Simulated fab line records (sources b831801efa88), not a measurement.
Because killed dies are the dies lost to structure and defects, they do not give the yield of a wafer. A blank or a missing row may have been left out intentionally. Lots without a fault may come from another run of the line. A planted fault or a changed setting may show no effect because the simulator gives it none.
Matching of chambers -- flow gf180mcu -- 4 sister chambers for GF_V2_ETCH_16 on rieDiel-03
The step etches BARC in N2/H2. 4 wafers are shown with their chamber, then 10 later ones without.

## WAFERS WITH THEIR CHAMBER
wafer,chamber,drypumpMotorCurrentA (A)
L083.5,3,5.5
L085.2,0,6.4
L086.3,2,6.2
L086.4,1,5.7

## WAFERS WHOSE CHAMBER IS MISSING
wafer,drypumpMotorCurrentA (A)
L086.6,5.5
L088.2,5.7
L088.4,6.4
L088.6,6.4
L092.1,6.4
L092.2,6.2
L092.5,5.5
L093.2,6.2
L093.4,5.8
L093.6,5.5

## WHICH CHAMBER EACH WENT THROUGH
wafer,from the rows above,in truth
L086.6,3,3
L088.2,1,1
L088.4,0,0
L088.6,0,0
L092.1,0,0
L092.2,2,2
L092.5,3,3
L093.2,2,2
L093.4,1,1
L093.6,3,3
10 of 10 placed correctly. From these rows, 0 cannot be placed. 0 placed wrongly.
How it was worked out, from the rows above alone: a wafer's distance from a chamber is the root of the sum, over the readings, of the square of ((its reading less the chamber's mean) divided by the reading's scatter). If the next closest chamber is less than 2 further off than the closest, the wafer can't be placed; otherwise it belongs to the closest. For every chamber, the mean is computed from those of its wafers that are shown. The scatter: with one shown wafer a chamber, the root of the mean of the squares of how far each hidden wafer lies from its nearest shown one.
